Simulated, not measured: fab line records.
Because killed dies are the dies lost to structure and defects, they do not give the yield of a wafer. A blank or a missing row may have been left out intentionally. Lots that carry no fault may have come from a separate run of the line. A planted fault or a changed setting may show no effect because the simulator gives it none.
The tool behind it: which one? | flow sky130 | at 1 step of a route of 708, 7 lots with 21 wafers sampled

## WHAT THE GAUGES READ, wafer by wafer
SKY_VT_ADJUST_NCORE_OVL_MEAS_08.
lot  | measured     | on         | VT_ADJUST_NCORE_OVL (nm)
L390 | day 8 22:59  | overlay-01 | 0.5 0.1 0.2
L394 | day 10 09:46 | overlay-02 | -0.3 -0.8 0.3
L397 | day 11 08:44 | overlay-01 | 0.0 -1.3 -1.9
L404 | day 13 02:11 | overlay-01 | -1.9 -0.7 -1.5
L405 | day 13 23:04 | overlay-02 | -2.0 0.3 -0.3
L408 | day 14 09:41 | overlay-02 | 0.5 -0.5 0.5
L411 | day 15 09:05 | overlay-02 | -0.8 -0.9 -0.5

## TOOL THAT RAN EACH LOT (tool first, then ch and the chambers of the sampled wafers, then the start)
The record shows no process step preceding these readings.

## THE ANSWER, worked out from the rows above alone
Rule: the lots themselves supply what counts as usual. Put in order of their means at a reading, lots are off if they are a third of the lots or fewer, leave a main group of 4 or more, and stand apart from it by a gap of 3 or more times the standard deviation of the main group's means; of several such gaps the widest counts. If all means in a main group match to the digits the tables above print for the reading, that group is not used. Also off: a lot with no number at a reading for which 4 or more lots have one. Where the step has rows for the other lots, those lots are counted as sound.
Nothing can be told from this: no lot is off at any reading shown.

## WHAT THE SIMULATOR HAD INSERTED
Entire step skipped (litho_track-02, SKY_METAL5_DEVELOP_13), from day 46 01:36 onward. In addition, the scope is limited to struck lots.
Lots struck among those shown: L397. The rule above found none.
